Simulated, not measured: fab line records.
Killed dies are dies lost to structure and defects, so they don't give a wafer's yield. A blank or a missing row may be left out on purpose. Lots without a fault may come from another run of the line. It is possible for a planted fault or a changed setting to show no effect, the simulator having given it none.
Which tool was responsible? | flow gf180mcu | 39 wafers from 13 lots sampled at 5 of the route's 602 steps

== WHAT THE GAUGES READ, wafer by wafer ==
GF_NSD_CD_MEAS_07: the cd target is 400 nm. Usual: 399.5 nm for cd_nm, sd 2.
lot  | measured     | on        | cd_nm (nm)        | flag
L340 | day 14 14:49 | cd_sem-02 | 401.1 400.3 402.1 |
L341 | day 14 20:31 | cd_sem-02 | 401.4 399.7 400.0 |
L342 | day 14 23:02 | cd_sem-01 | 398.9 396.1 401.7 |
L343 | day 15 06:04 | cd_sem-01 | 403.2 401.7 402.3 |
L344 | day 15 18:32 | cd_sem-01 | 399.6 401.8 400.0 |
L345 | day 16 02:21 | cd_sem-01 | 400.5 398.1 398.9 |
L346 | day 16 08:57 | cd_sem-01 | 397.2 398.8 397.9 |
L348 | day 17 04:34 | cd_sem-01 | 402.5 402.5 402.2 |
L350 | day 17 22:40 | cd_sem-01 | 396.5 399.1 403.5 |
L355 | day 19 16:28 | cd_sem-02 | 401.4 404.6 403.0 |
L356 | day 19 19:28 | cd_sem-01 | 396.5 396.5 398.3 |
L358 | day 20 16:32 | cd_sem-01 | 401.8 398.2 400.8 |
L359 | day 20 19:59 | cd_sem-02 | 398.2 398.9 398.3 |

GF_PSD_OVL_MEAS_08. Usual: PSD_OVL 0.7 nm, standard deviation 1.1.
lot  | measured     | on         | PSD_OVL (nm)  | flag
L340 | day 15 12:28 | overlay-02 | 0.5 -0.3 -0.9 |
L341 | day 15 18:37 | overlay-01 | 0.5 -0.1 0.1  |
L342 | day 15 21:03 | overlay-02 | -1.1 0.4 0.2  |
L343 | day 16 05:13 | overlay-01 | 0.4 0.4 0.1   |
L344 | day 16 17:31 | overlay-02 | 0.1 0.7 0.7   |
L345 | day 17 00:48 | overlay-02 | -1.1 0.4 1.2  |
L346 | day 17 07:46 | overlay-01 | 1.6 1.8 1.2   |
L348 | day 18 04:13 | overlay-01 | -1.2 1.0 1.3  |
L350 | day 18 23:22 | overlay-01 | 0.3 2.0 1.0   |
L355 | day 20 16:58 | overlay-02 | 1.6 3.4 2.2   |
L356 | day 20 19:37 | overlay-01 | 1.5 3.2 1.9   |
L358 | day 21 17:03 | overlay-01 | 0.5 -0.1 -0.4 |
L359 | day 21 20:31 | overlay-01 | 0.6 1.8 -0.3  |

GF_SAB_THK_MEAS_01. Usual: SAB_CVD_00_THK 50.3 nm, standard deviation 0.68.
lot  | measured     | on            | SAB_CVD_00_THK (nm) | flag
L340 | day 15 13:13 | film_metro-04 | 50.5 50.3 51.2      |
L341 | day 15 19:22 | film_metro-04 | 50.9 50.9 51.0      |
L342 | day 15 21:47 | film_metro-01 | 50.1 49.9 50.6      |
L343 | day 16 05:57 | film_metro-03 | 50.0 50.2 50.5      |
L344 | day 16 18:16 | film_metro-03 | 49.8 50.9 50.0      |
L345 | day 17 01:33 | film_metro-01 | 50.5 51.2 50.8      |
L346 | day 17 08:31 | film_metro-03 | 49.5 49.3 50.6      |
L348 | day 18 05:04 | film_metro-03 | 48.7 50.2 54.3      |
L350 | day 19 00:06 | film_metro-03 | 50.1 50.3 50.1      |
L355 | day 20 17:42 | film_metro-03 | 50.0 51.2 50.8      |
L356 | day 20 20:22 | film_metro-01 | 51.0 50.8 51.3      |
L358 | day 21 17:48 | film_metro-03 | 49.9 50.2 49.8      |
L359 | day 21 21:15 | film_metro-03 | 49.5 50.3 49.4      |

== TOOL THAT RAN EACH LOT (tool first, then ch and the chambers of the sampled wafers, then the start) ==
lot  | GF_HV_LDD_STRIP_49                   | GF_SAB_CVD_00
L340 | plasma_asher-02 ch 0,1, day 13 14:44 | pecvd-02 ch 0,2, day 15 13:11
L341 | plasma_asher-02 ch 0,1, day 13 20:48 | pecvd-04 ch 0,1,2, day 15 19:19
L342 | plasma_asher-03 ch 0,1, day 13 22:49 | pecvd-03 ch 1,2, day 15 21:46
L343 | plasma_asher-03 ch 0,1, day 14 05:23 | pecvd-02 ch 0,2, day 16 05:56
L344 | plasma_asher-03 ch 0,1, day 14 18:19 | pecvd-04 ch 1,2, day 16 18:14
L345 | plasma_asher-01 ch 0,1, day 15 00:35 | pecvd-04 ch 1,2, day 17 01:31
L346 | plasma_asher-03 ch 0,1, day 15 08:25 | pecvd-02 ch 0,1,2, day 17 08:29
L348 | plasma_asher-02 ch 0,1, day 16 02:23 | pecvd-04 ch 1,2, day 18 05:02
L350 | plasma_asher-02 ch 0,1, day 16 20:23 | pecvd-02 ch 0,1, day 19 00:05
L355 | plasma_asher-01 ch 0,1, day 18 13:14 | pecvd-04 ch 0,1, day 20 17:41
L356 | plasma_asher-01 ch 0,1, day 18 15:06 | pecvd-02 ch 0,2, day 20 20:20
L358 | plasma_asher-01 ch 0,1, day 19 13:49 | pecvd-03 ch 0,1,2, day 21 17:47
L359 | plasma_asher-02 ch 0,1, day 19 17:02 | pecvd-03 ch 0,1,2, day 21 21:14
- GF_HV_LDD_STRIP_49: strips in O2/N2.
- GF_SAB_CVD_00: deposits SiO2 from TEOS, target thk 50 nm, time 4.9302 s.

== WHAT THE TOOLS THEMSELVES READ (means of the sampled wafers that have a number; where no wafer has one, the mark that the record gives instead) ==
GF_HV_LDD_STRIP_49. Usual: drypump_motor_current_A 5.8 A, standard deviation 0.38; heater_power_w 341 W, standard deviation 38; oes_product_au 0.716 a.u., standard deviation 0.0043; strip_time_to_endpoint_s 12.632 s, standard deviation 0.03.
lot  | tool            | drypump_motor_current_A (A) | heater_power_w (W) | oes_product_au (a.u.) | strip_time_to_endpoint_s (s) | flag
L340 | plasma_asher-02 | 5.5                         | 361                | 0.717                 | 12.688                       |
L341 | plasma_asher-02 | 5.5                         | 364                | 0.716                 | 12.674                       |
L342 | plasma_asher-03 | 5.6                         | 368                | 0.715                 | 12.649                       |
L343 | plasma_asher-03 | 5.6                         | 363                | 0.711                 | 12.634                       |
L344 | plasma_asher-03 | 5.6                         | 367                | 0.718                 | 12.629                       |
L345 | plasma_asher-01 | 6.2                         | 301                | 0.714                 | 12.623                       |
L346 | plasma_asher-03 | 5.6                         | 363                | 0.709                 | 12.653                       |
L348 | plasma_asher-02 | 5.5                         | 358                | 0.720                 | 12.613                       |
L350 | plasma_asher-02 | 5.5                         | 363                | 0.715                 | 12.632                       |
L355 | plasma_asher-01 | 6.0                         | 319                | 0.717                 | 12.650                       |
L356 | plasma_asher-01 | 6.0                         | 317                | 0.717                 | 12.633                       |
L358 | plasma_asher-01 | 6.0                         | 316                | 0.712                 | 12.584                       |
L359 | plasma_asher-02 | 5.7                         | 366                | 0.710                 | 12.631                       |

GF_SAB_CVD_00. Usual: 691 W for heater_power_w, sd 92.
lot  | tool     | heater_power_w (W) | flag
L340 | pecvd-02 | 596                |
L341 | pecvd-04 | 744                |
L342 | pecvd-03 | 801                |
L343 | pecvd-02 | 600                |
L344 | pecvd-04 | 764                |
L345 | pecvd-04 | 782                |
L346 | pecvd-02 | 585                |
L348 | pecvd-04 | 723                |
L350 | pecvd-02 | 620                |
L355 | pecvd-04 | 806                |
L356 | pecvd-02 | 625                |
L358 | pecvd-03 | 683                |
L359 | pecvd-03 | 716                |

== THE ANSWER, worked out from the rows above alone ==
Rule: take the mean of a lot's wafers that have a number; if it is more than 3 standard deviations from the usual mean, the lot is off. A lot without any number at a reading at which 4 lots or more have one is off too. The other lots that the step has rows for count as sound. The gauges are gone through in route order, then the tools' own readings, and for those a lot's mean is taken as printed above. The first step at which some lot is off is used, and at that step the reading that is off furthest; a lot without a number counts as furthest.
None of the lots is off at any reading shown; this tells nothing.

== WHAT HAD BEEN PUT IN BY THE SIMULATOR ==
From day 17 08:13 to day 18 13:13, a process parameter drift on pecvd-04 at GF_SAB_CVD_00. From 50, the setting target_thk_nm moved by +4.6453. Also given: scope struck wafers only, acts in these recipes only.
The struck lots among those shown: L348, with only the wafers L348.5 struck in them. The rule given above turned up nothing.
